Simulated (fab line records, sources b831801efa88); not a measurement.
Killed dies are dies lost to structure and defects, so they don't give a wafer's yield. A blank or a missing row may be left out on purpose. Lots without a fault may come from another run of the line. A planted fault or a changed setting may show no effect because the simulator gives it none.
fab line records | flow sfq_line
record lots=6 wafers=18 last_day=90
route steps=325 shown M0@32 I0@43 M1@58 I1@73 M8@325
lots that met no fault: from a run of the same line without faults
start_h: hours from the record's first day to the start of the lot's first wafer shown | wait_h: hours since the lot's step before | " the same as in the row above | L1.1+2: a row that stands for several wafers | - no value, or no start given | * or withheld: withheld | < > ~ a bound
route shown NAME@n: a module of which the file shows steps, and the number in the route of the first | usual: mean/standard deviation of fault-free wafers | same: alike in all rows | chamber/n: place in a boat | sites: the reading at each site | _std_site: their standard deviation | _edge_site: outer sites' mean less inner sites' | radius_mm: how far each site lies from the wafer's centre | mask NAME#n: copy n | behind: the tool/chamber that last shaped the wafer | hold: why the lot was held/for how many hours/how that ended | device: the transistor (n, p or np) that didn't switch | end of line: the same wafers' tests at the end of the route | a step without rows: its recipe alone | killed: dies lost to structure and defects at the first sort, not the wafer's yield | map: a wafer's dies, x killed, . not, _ none there
set.NAME: the setting as run; set.NAME@STEP: as run at that earlier step | model.NAME: the simulator's own value behind a step, which no gauge read
lots at some steps of the route; a table a step, a row a wafer
services: from which hour (start_h, from the record's first day; less than 0 if before it) a tool's chamber was out of use, for how many hours, and why
## steps
# step SFQ_TRILAYER_M0_LITHO_COAT_026
# recipe resist=BARC spin_rpm=3000 resist_thk_nm=62
# step SFQ_TRILAYER_M0_LITHO_COAT_021
# recipe resist=KrF spin_rpm=3000 resist_thk_nm=600
# step SFQ_TRILAYER_M0_LITHO_SOFTBAKE_025
# recipe temp_c=withheld time_s=withheld resist=KrF
# step SFQ_TRILAYER_M0_LITHO_EXPOSE_022
# recipe mask_id=M0 na=0.6 source_shape=conventional sigma_outer=0.65 target_cd_nm=500 dose_mj=14.4
# step SFQ_TRILAYER_M0_LITHO_PEB_024
# recipe peb_temp_c=115 peb_time_s=60 resist=KrF
# step SFQ_TRILAYER_M0_LITHO_DEVELOP_023
# recipe time_s=60 resist=KrF
# step SFQ_M0_OVL_MEAS_906
# usual M0_OVL=2/6.2
# columns lot.wafer tool chamber start_h wait_h M0_OVL[nm]
L377.4 overlay-02 - 202.12 0.1 -9
L377.5 " - " " -1
L377.6 " - " " -7
L384.1 overlay-02 - 236.72 0.1 17
L384.3 " - " " 10
L384.5 " - " " 7
L388.1 overlay-02 - 263.13 0.1 6
L388.5 " - " " 0
L388.6 " - " " 1
L391.1 overlay-02 - 284.73 0.1 13
L391.2 " - " " 11
L391.3 " - " " 5
L397.1 overlay-01 - 446.89 0.1 -3
L397.3 " - " " -1
L397.6 " - " " 0
L398.1 overlay-02 - 450.45 0.1 6
L398.3 " - " " 3
L398.6 " - " " 5
# step SFQ_TRILAYER_M0_BARC_OPEN_METAL_ETCH_031
# recipe mask_material=PR chemistry=O2 target_depth_nm=125 target=BARC icp_w=600 bias_w=80 pressure_mtorr=10 time_s=41.7
# usual drypump_motor_current_A=5.5/0.32 oes_product_au=0.686/0.0042
# columns lot.wafer tool chamber start_h wait_h drypump_motor_current_A oes_product_au rf_hours_counter_h
L377.4 rie_metal-02 1 202.16 0.0 5.7 0.684 -
L377.5 " 0 " " 5.0 0.686 -
L377.6 " 1 " " 5.7 0.686 -
L384.1 rie_metal-04 1 236.76 0.0 5.8 0.691 177
L384.3 " 0 " " 5.7 0.693 -
L384.5 " 0 " " 5.7 0.682 -
L388.1 rie_metal-04 1 263.17 0.0 5.9 0.679 0
L388.5 " 0 " " 5.7 0.681 -
L388.6 " 1 " " 5.9 0.686 -
L391.1 rie_metal-02 1 284.77 0.0 5.7 0.681 114
L391.2 " 0 " " 5.0 0.685 162
L391.3 " 1 " " 5.7 0.679 -
L397.1 rie_metal-03 1 446.92 0.0 5.3 0.687 146
L397.3 " 0 " " 5.1 0.681 -
L397.6 " 1 " " 5.3 0.680 -
L398.1 rie_metal-02 1 450.49 0.0 5.7 0.679 142
L398.3 " 0 " " 5.0 0.684 -
L398.6 " 0 " " 5.0 0.684 -
# step SFQ_TRILAYER_M0_ETCH_METAL_ETCH_024
# recipe target=Nb stop_on=SiO2 mask_material=PR chemistry=Cl2/Ar target_depth_nm=240 icp_w=600 bias_w=80 pressure_mtorr=10 time_s=120
# step SFQ_TRILAYER_M0_STRIP_STRIP_025
# recipe gas=O2 power_w=200 platen_temp_c=40 overash_fraction=0.65 chemistry=O2 pressure_mtorr=50
# step SFQ_TRILAYER_M0_STRIP_SOLV_CLEAN_026
# recipe chemistry=NMP temp_c=70 time_s=600
# step SFQ_TRILAYER_I0_DEP_PECVD_027
# recipe material=SiO2 temp_c=150 time_s=111.11 pressure_torr=2.4 rf_w=183.3 precursor=SiH4/N2O target_thk_nm=500
# usual heater_power_w=87/12 throttle_valve_pct=24.7/1.3
# columns lot.wafer tool chamber start_h wait_h heater_power_w throttle_valve_pct
L377.4 pecvd-01 1 203.14 0.0 97 24.9
L377.5 " 0 " " 66 26.8
L377.6 " 2 " " 103 24.0
L384.1 pecvd-01 2 237.72 0.0 98 24.4
L384.3 " 1 " " 97 25.1
L384.5 " 0 " " 64 26.9
L388.1 pecvd-01 0 264.13 0.0 65 26.7
L388.5 " 1 " " 93 25.0
L388.6 " 2 " " 91 24.3
L391.1 pecvd-04 2 285.73 0.0 75 23.4
L391.2 " 1 " " 88 23.8
L391.3 " 0 " " 86 24.9
L397.1 pecvd-01 0 447.88 0.0 68 27.4
L397.3 " 1 " " 98 25.7
L397.6 " 1 " " 83 25.5
L398.1 pecvd-03 2 451.45 0.0 84 22.8
L398.3 " 0 " " 109 23.3
L398.6 " 0 " " 112 23.1
# step SFQ_TRILAYER_I0_CMP_CMP_028
# recipe material=SiO2 down_force_psi=3 platen_rpm=60 pad_velocity_m_s=0.94248
# usual motor_current_A=10.4/1.2 time_to_endpoint_s=212/7.4
# columns lot.wafer tool chamber start_h wait_h motor_current_A time_to_endpoint_s model.SiO2_of_TRILAYER_I0_DEP_PECVD_027.thk_nm
L377.4 cmp-02 2 204.68 1.5 9.6 209 197.6
L377.5 " 3 " " 12.0 211 199.1
L377.6 " 0 " " 10.3 224 199.1
L384.3 cmp-02 2 241.88 4.1 9.6 204 199.9
L384.1 " 0 242.88 5.1 10.1 256 150.2
L384.5 " 1 " " 13.6 212 198.8
L388.1 cmp-02 2 267.68 3.5 8.9 198 198.8
L388.6 " 3 " " 11.5 212 199.7
L388.5 " 0 " " 10.5 253 149.5
L391.2 cmp-01 1 286.39 0.6 9.9 205 199.1
L391.1 " 2 " " 9.9 205 198.5
L391.3 " 0 287.89 2.1 9.4 229 200.5
L397.3 cmp-02 3 450.56 2.6 11.7 209 200.2
L397.1 " 0 " " 10.2 223 199.9
L397.6 " 2 452.06 4.1 9.5 214 199.7
L398.1 cmp-01 1 456.28 4.8 9.8 204 200.1
L398.3 " 2 " " 9.6 199 198.5
L398.6 " 3 " " 10.8 214 202.5
# step SFQ_I0_BOW_MEAS_907
# recipe mode=bow
# usual I0_BOW=1/7.1
# columns lot.wafer tool chamber start_h wait_h I0_BOW[um]
L377.4 film_metro-02 - 206.24 1.1 -2
L377.5 " - " " -9
L377.6 " - " " -4
L384.1 film_metro-01 - 244.38 1.0 4
L384.3 " - " " -7
L384.5 " - " " 6
L388.1 film_metro-01 - 269.18 1.0 -11
L388.5 " - " " -15
L388.6 " - " " 3
L391.1 film_metro-01 - 289.39 2.0 5
L391.2 " - " " 12
L391.3 " - " " 6
L397.1 film_metro-03 - 453.06 1.5 -5
L397.3 " - " " -2
L397.6 " - " " -8
L398.1 film_metro-02 - 458.28 1.5 9
L398.3 " - " " 18
L398.6 " - " " -5
# step SFQ_TRILAYER_I0_METRO_MEASURE_029
# usual thk_nm=199.2/1.2
# columns lot.wafer tool chamber start_h wait_h thk_nm
L377.4 film_metro-02 - 206.90 0.6 197.6
L377.5 " - " " 199.1
L377.6 " - " " 199.1
L384.1 film_metro-01 - 244.50 0.1 150.3
L384.3 " - " " 199.9
L384.5 " - " " 198.9
L388.1 film_metro-01 - 269.30 0.1 198.8
L388.5 " - " " 149.6
L388.6 " - " " 199.8
L391.1 film_metro-01 - 289.51 0.1 198.4
L391.2 " - " " 199.0
L391.3 " - " " 200.6
L397.1 film_metro-03 - 453.18 0.1 200.0
L397.3 " - " " 200.1
L397.6 " - " " 199.8
L398.1 film_metro-02 - 458.40 0.1 200.0
L398.3 " - " " 198.6
L398.6 " - " " 202.4
# step SFQ_TRILAYER_I0_VIA_LITHO_COAT_036
# recipe resist=BARC spin_rpm=3000 resist_thk_nm=62
# step SFQ_TRILAYER_I0_VIA_LITHO_COAT_031
# recipe resist=KrF spin_rpm=3000 resist_thk_nm=650
# step SFQ_TRILAYER_I0_VIA_LITHO_SOFTBAKE_035
# recipe temp_c=withheld time_s=withheld resist=KrF
# step SFQ_TRILAYER_I0_VIA_LITHO_EXPOSE_032
# recipe mask_id=I0 na=0.6 source_shape=conventional sigma_outer=0.65 target_cd_nm=500 dose_mj=21.3
# step SFQ_TRILAYER_I0_VIA_LITHO_PEB_034
# recipe peb_temp_c=115 peb_time_s=60 resist=KrF
# step SFQ_TRILAYER_I0_VIA_LITHO_DEVELOP_033
# recipe time_s=60 resist=KrF
# step SFQ_I0_OVL_MEAS_908
# usual I0_OVL=1/5.2
# columns lot.wafer tool chamber start_h wait_h I0_OVL[nm]
L377.4 overlay-02 - 314.31 0.1 3
L377.5 " - " " 4
L377.6 " - " " 1
L384.1 overlay-01 - 362.29 0.1 0
L384.3 " - " " 6
L384.5 " - " " 0
L388.1 overlay-02 - 385.69 0.1 -7
L388.5 " - " " 1
L388.6 " - " " -4
L391.1 overlay-02 - 402.49 0.1 5
L391.2 " - " " 7
L391.3 " - " " -2
L397.1 overlay-01 - 458.65 0.1 3
L397.3 " - " " -6
L397.6 " - " " -1
L398.1 overlay-01 - 461.85 0.1 -1
L398.3 " - " " 3
L398.6 " - " " -1
# step SFQ_TRILAYER_I0_VIA_BARC_OPEN_VIA_ETCH_046
# recipe mask_material=PR chemistry=O2 target_depth_nm=125 target=BARC source_w=500 bias_w=80 pressure_mtorr=30 time_s=41.7
# step SFQ_TRILAYER_I0_VIA_ETCH_VIA_ETCH_034
# recipe target=SiO2 stop_on=Nb mask_material=PR taper_deg=20 chemistry=CHF3 target_depth_nm=260 source_w=500 bias_w=80 pressure_mtorr=30 time_s=withheld
# usual drypump_motor_current_A=5.6/0.37 oes_product_au=0.853/0.0054
# columns lot.wafer tool chamber start_h wait_h drypump_motor_current_A oes_product_au model.etch.depth_nm model.I0.feature_depth_nm
L377.4 rie_diel-02 1 314.37 0.0 4.9 0.844 197.6 197.6
L377.5 " 3 " " 5.8 0.852 199.1 199.1
L377.6 " 2 " " 5.8 0.851 199.1 199.1
L384.1 rie_diel-01 1 362.37 0.0 5.8 0.740 150.2 150.2
L384.3 " 2 " " 5.9 0.848 199.9 199.9
L384.5 " 3 " " 5.1 0.852 198.8 198.8
L388.1 rie_diel-02 1 385.76 0.0 4.9 0.847 198.8 198.8
L388.5 " 0 " " 5.5 0.733 149.5 149.5
L388.6 " 1 " " 4.9 0.854 199.7 199.7
L391.1 rie_diel-01 2 402.56 0.0 6.0 0.847 198.5 198.5
L391.2 " 3 " " 5.1 0.853 199.1 199.1
L391.3 " 0 " " 5.4 0.858 200.5 200.5
L397.1 rie_diel-04 3 458.73 0.0 6.3 0.850 199.9 199.9
L397.3 " 2 " " 6.0 0.857 200.2 200.2
L397.6 " 3 " " 6.2 0.857 199.7 199.7
L398.1 rie_diel-01 3 461.93 0.0 5.1 0.858 200.1 200.1
L398.3 " 1 " " 5.8 0.848 198.5 198.5
L398.6 " 2 " " 6.0 0.857 202.5 202.5
# step SFQ_TRILAYER_I0_VIA_STRIP_STRIP_035
# recipe gas=O2 power_w=200 platen_temp_c=40 overash_fraction=0.65 chemistry=O2 pressure_mtorr=50
# usual drypump_motor_current_A=5.6/0.4 oes_product_au=1.000/0.0095 platen_temp_c=40.00/0.12
# columns lot.wafer tool chamber start_h wait_h drypump_motor_current_A oes_product_au platen_temp_c rf_hours_counter_h
L377.4 rie_metal-02 1 314.68 - 5.7 0.998 39.87 -
L377.5 " 0 " " 5.0 1.002 40.21 -
L377.6 " 1 " " 5.7 0.991 39.87 -
L384.1 rie_metal-02 1 362.48 - 5.7 0.999 39.97 125
L384.3 " 0 " " 5.0 1.001 39.84 -
L384.5 " 0 " " 5.0 1.002 39.90 -
L388.1 rie_metal-04 0 385.88 - 5.7 1.013 39.98 128
L388.5 " 0 " " 5.7 1.011 40.03 -
L388.6 " 1 " " 5.9 1.001 40.00 -
L391.1 rie_metal-02 1 402.68 - 5.7 0.991 40.03 134
L391.2 " 0 " " 5.0 0.989 39.76 1
L391.3 " 0 " " 5.0 0.979 39.88 -
L397.1 rie_metal-04 1 458.84 - 5.9 0.996 40.18 27
L397.3 " 0 " " 5.7 1.004 39.69 -
L397.6 " 1 " " 5.9 0.995 40.09 -
L398.1 rie_metal-04 0 462.04 - 5.7 1.004 39.83 140
L398.3 " 0 " " 5.7 0.998 39.85 -
L398.6 " 0 " " 5.7 0.996 40.02 -
# step SFQ_TRILAYER_I0_VIA_STRIP_SOLV_CLEAN_036
# recipe chemistry=NMP temp_c=70 time_s=600
# step SFQ_TRILAYER_M1_DEP_PRE_CLEAN_038
# recipe gas=Ar time_s=22.5 bias_v=250
# columns lot.wafer tool chamber start_h wait_h model.SiO2_of_TRILAYER_I0_DEP_PECVD_027.thk_nm
L377.4 pvd_sputter-06 - 315.27 0.0 190.1
L377.5+6 " - " " 191.6
L384.1 pvd_sputter-04 - 363.26 0.0 142.7
L384.3 " - " " 192.4
L384.5 " - " " 191.3
L388.1 pvd_sputter-04 - 386.65 0.0 191.3
L388.5 " - " " 142
L388.6 " - " " 192.2
L391.1 pvd_sputter-04 - 403.45 0.0 191
L391.2 " - " " 191.6
L391.3 " - " " 193
L397.1 pvd_sputter-06 - 459.62 0.0 192.4
L397.3 " - " " 192.7
L397.6 " - " " 192.2
L398.1 pvd_sputter-04 - 462.82 0.0 192.6
L398.3 " - " " 191
L398.6 " - " " 195
# step SFQ_TRILAYER_M1_DEP_SPUTTER_037
# recipe material=Nb base_pressure_pa=1.33e-06 chamber_pressure_pa=0.1333 substrate_temp_c=20 resputter_cathode_voltage_v=400 target_thk_nm=200 power_w=2000 time_s=133.3
# usual cathode_dc_power_W=2000.0/0.33 throttle_valve_pct=30.1/1.2
# columns lot.wafer tool chamber start_h wait_h cathode_dc_power_W throttle_valve_pct
L377.4 pvd_sputter-06 - 315.30 0.0 2000.0 31.9
L377.5 " - " " 1999.7 32.0
L377.6 " - " " 2000.2 30.2
L384.1 pvd_sputter-04 - 363.29 0.0 2000.0 31.2
L384.3 " - " " 2000.2 28.3
L384.5 " - " " 1999.9 31.6
L388.1 pvd_sputter-04 - 386.68 0.0 2000.3 31.2
L388.5 " - " " 2000.5 31.2
L388.6 " - " " 2000.1 31.1
L391.1 pvd_sputter-04 - 403.48 0.0 1999.6 28.3
L391.2 " - " " 2000.0 31.3
L391.3 " - " " 2000.1 31.4
L397.1 pvd_sputter-06 - 459.65 0.0 1999.6 31.8
L397.3 " - " " 1999.7 29.4
L397.6 " - " " 2000.6 30.4
L398.1 pvd_sputter-04 - 462.85 0.0 2000.3 30.9
L398.3 " - " " 1999.4 31.2
L398.6 " - " " 1999.3 28.3
# step SFQ_M1_RS_MEAS_909
# recipe thk_meas_gauge=four-point-probe reads=Nb_of_TRILAYER_M1_DEP_SPUTTER_037
# usual M1_NB_RS=0.889/0.01
# columns lot.wafer tool chamber start_h wait_h M1_NB_RS[ohm/sq]
L377.4 film_metro-04 - 315.45 0.1 0.901
L377.5 " - " " 0.893
L377.6 " - " " 0.883
L384.1 film_metro-04 - 363.38 0.0 0.903
L384.3 " - " " 0.898
L384.5 " - " " 0.901
L388.1 film_metro-02 - 386.77 0.0 0.892
L388.5 " - " " 0.895
L388.6 " - " " 0.884
L391.1 film_metro-02 - 403.57 0.0 0.874
L391.2 " - " " 0.874
L391.3 " - " " 0.881
L397.1 film_metro-04 - 459.74 0.0 0.885
L397.3 " - " " 0.890
L397.6 " - " " 0.898
L398.1 film_metro-02 - 462.94 0.0 0.891
L398.3 " - " " 0.888
L398.6 " - " " 0.892
# step SFQ_TRILAYER_M1_LITHO_COAT_044
# recipe resist=BARC spin_rpm=3000 resist_thk_nm=62
# step SFQ_TRILAYER_M1_LITHO_COAT_039
# recipe resist=KrF spin_rpm=3000 resist_thk_nm=600
# step SFQ_TRILAYER_M1_LITHO_SOFTBAKE_043
# recipe temp_c=withheld time_s=withheld resist=KrF
# step SFQ_TRILAYER_M1_LITHO_EXPOSE_040
# recipe mask_id=M1 na=0.6 source_shape=conventional sigma_outer=0.65 target_cd_nm=500 dose_mj=14.4
# step SFQ_TRILAYER_M1_LITHO_PEB_042
# recipe peb_temp_c=115 peb_time_s=60 resist=KrF
# step SFQ_TRILAYER_M1_LITHO_DEVELOP_041
# recipe time_s=60 resist=KrF
# step SFQ_M1_OVL_MEAS_911
# usual M1_OVL=3/5.8
# columns lot.wafer tool chamber start_h wait_h M1_OVL[nm]
L377.4 overlay-01 - 420.51 0.1 11
L377.5 " - " " 10
L377.6 " - " " 7
L384.1 overlay-02 - 472.21 0.1 1
L384.3 " - " " -3
L384.5 " - " " -3
L388.1 overlay-02 - 501.29 0.1 5
L388.5 " - " " 4
L388.6 " - " " 7
L391.1 overlay-01 - 522.14 0.1 -12
L391.2 " - " " -8
L391.3 " - " " -14
L397.1 overlay-02 - 581.61 0.1 -4
L397.3 " - " " -4
L397.6 " - " " -8
L398.1 overlay-02 - 587.75 0.1 6
L398.3 " - " " 7
L398.6 " - " " 4
# step SFQ_TRILAYER_M1_BARC_OPEN_METAL_ETCH_054
# recipe mask_material=PR chemistry=O2 target_depth_nm=125 target=BARC icp_w=600 bias_w=80 pressure_mtorr=10 time_s=41.7
# step SFQ_TRILAYER_M1_ETCH_METAL_ETCH_042
# recipe target=Nb stop_on=SiO2 mask_material=PR chemistry=Cl2/Ar target_depth_nm=240 icp_w=600 bias_w=80 pressure_mtorr=10 time_s=120
# usual drypump_motor_current_A=5.6/0.67 oes_product_au=0.894/0.0073
# columns lot.wafer tool chamber start_h wait_h drypump_motor_current_A oes_product_au rf_hours_counter_h
L377.4 rie_metal-03 1 420.63 0.1 5.2 0.886 -
L377.5 " 1 " " 5.2 0.894 -
L377.6 " 0 " " 5.1 0.910 -
L384.1 rie_metal-01 0 472.31 0.0 5.1 0.887 4
L384.3 " 0 " " 5.1 0.880 -
L384.5 " 1 " " 6.7 0.891 -
L388.1 rie_metal-01 1 501.38 0.0 6.7 0.899 149
L388.5 " 0 " " 5.1 0.888 -
L388.6 " 1 " " 6.7 0.893 -
L391.1 rie_metal-03 1 522.24 0.0 5.2 0.896 161
L391.2 " 0 " " 5.1 0.906 7
L391.3 " 1 " " 5.2 0.892 -
L397.1 rie_metal-01 1 581.77 0.1 6.6 0.889 2
L397.3 " 1 " " 6.6 0.895 -
L397.6 " 1 " " 6.6 0.891 -
L398.1 rie_metal-01 1 587.84 0.0 6.7 0.887 5
L398.3 " 1 " " 6.6 0.895 -
L398.6 " 1 " " 6.7 0.887 -
# step SFQ_TRILAYER_M1_STRIP_STRIP_043
# recipe gas=O2 power_w=200 platen_temp_c=40 overash_fraction=0.65 chemistry=O2 pressure_mtorr=50
# step SFQ_TRILAYER_M1_STRIP_SOLV_CLEAN_044
# recipe chemistry=NMP temp_c=70 time_s=600
# step SFQ_TRILAYER_I1_DEP_PECVD_045
# recipe material=SiO2 temp_c=150 time_s=111.11 pressure_torr=2.4 rf_w=183.3 precursor=SiH4/N2O target_thk_nm=500
# step SFQ_M8_BOW_MEAS_951
# recipe mode=bow
# usual M8_BOW=6/12
# columns lot.wafer tool chamber start_h wait_h M8_BOW[um] model.etest.i0.link_ohm
L377.4 film_metro-01 - 1815.05 0.1 18 1.972
L377.5 " - " " 12 1.959
L377.6 " - " " 15 1.949
L384.1 film_metro-03 - 1846.71 0.0 10 1.94
L384.3 " - " " 0 1.965
L384.5 " - " " 11 1.965
L388.1 film_metro-02 - 1983.03 0.0 -16 1.958
L388.5 " - " " -21 1.916
L388.6 " - " " -1 1.953
L391.1 film_metro-02 - 2079.08 0.0 2 1.955
L391.2 " - " " 7 1.95
L391.3 " - " " 2 1.973
L397.1 film_metro-03 - 2157.73 0.0 0 1.955
L397.3 " - " " 3 1.961
L397.6 " - " " -3 1.962
L398.1 film_metro-03 - 2160.13 0.0 11 1.96
L398.3 " - " " 21 1.963
L398.6 " - " " -3 1.969
## services
# columns tool chamber start_h hours kind
pvd_sputter-06 - 181.17 2.0 repair
rie_metal-04 - 194.26 2.8 pm
pvd_sputter-04 - 225.09 6.6 repair
cmp-02 - 234.38 4.0 pm
cmp-02 - 245.40 1.0 repair
cmp-02 - 247.38 5.9 pm
cmp-02 - 258.34 1.5 repair
pvd_sputter-06 - 286.62 2.4 repair
pvd_sputter-04 - 293.87 2.5 repair
rie_metal-02 - 371.76 4.3 pm
pecvd-01 - 391.28 14.6 pm
rie_metal-04 - 409.28 1.4 pm
pvd_sputter-06 - 423.34 35.6 repair
pvd_sputter-04 - 433.68 1.1 repair
rie_metal-04 1 466.97 17.7 repair
cmp-02 - 483.63 2.3 pm
rie_metal-01 0 495.49 4.0 repair
pecvd-01 - 498.53 2.8 pm
cmp-02 - 519.05 1.4 repair
rie_metal-02 0 525.19 1.5 repair
pvd_sputter-04 - 527.06 0.7 repair
rie_metal-02 - 548.38 2.3 repair
rie_metal-02 - 571.03 14.6 pm
rie_metal-04 1 575.72 9.4 repair
## key
first_sign step=SFQ_TRILAYER_I0_CMP_CMP_028 reading=time_to_endpoint_s direction=up sigmas=5.8 usual=* struck=*
effect step=SFQ_TRILAYER_I0_METRO_MEASURE_029 reading=thk_nm direction=down sigmas=42 usual=199.2 struck=149.9
effect step=SFQ_TRILAYER_I0_VIA_ETCH_VIA_ETCH_034 reading=oes_product_au direction=down sigmas=21 usual=0.853 struck=0.737
model_effect step=SFQ_TRILAYER_I0_CMP_CMP_028 value=SiO2_of_TRILAYER_I0_DEP_PECVD_027.thk_nm without=199.9 struck=149.9
model_effect step=SFQ_TRILAYER_I0_VIA_ETCH_VIA_ETCH_034 value=etch.depth_nm without=199.9 struck=149.9
model_effect step=SFQ_TRILAYER_M1_DEP_PRE_CLEAN_038 value=SiO2_of_TRILAYER_I0_DEP_PECVD_027.thk_nm without=192.4 struck=142.4
model_effect step=SFQ_M8_BOW_MEAS_951 value=etest.i0.link_ohm without=1.975 struck=1.928
met_at SFQ_TRILAYER_I0_CMP_CMP_028
struck_wafers L384.1,L388.5
onset_between 204.68 241.88
fault kind=process_parameter_drift tool=cmp-02 chamber=0 onset_h=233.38 steps=SFQ_TRILAYER_I0_CMP_CMP_028 channel=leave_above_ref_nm offset=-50 shape=step end_h=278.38 acts_in=these_recipes_only stated=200
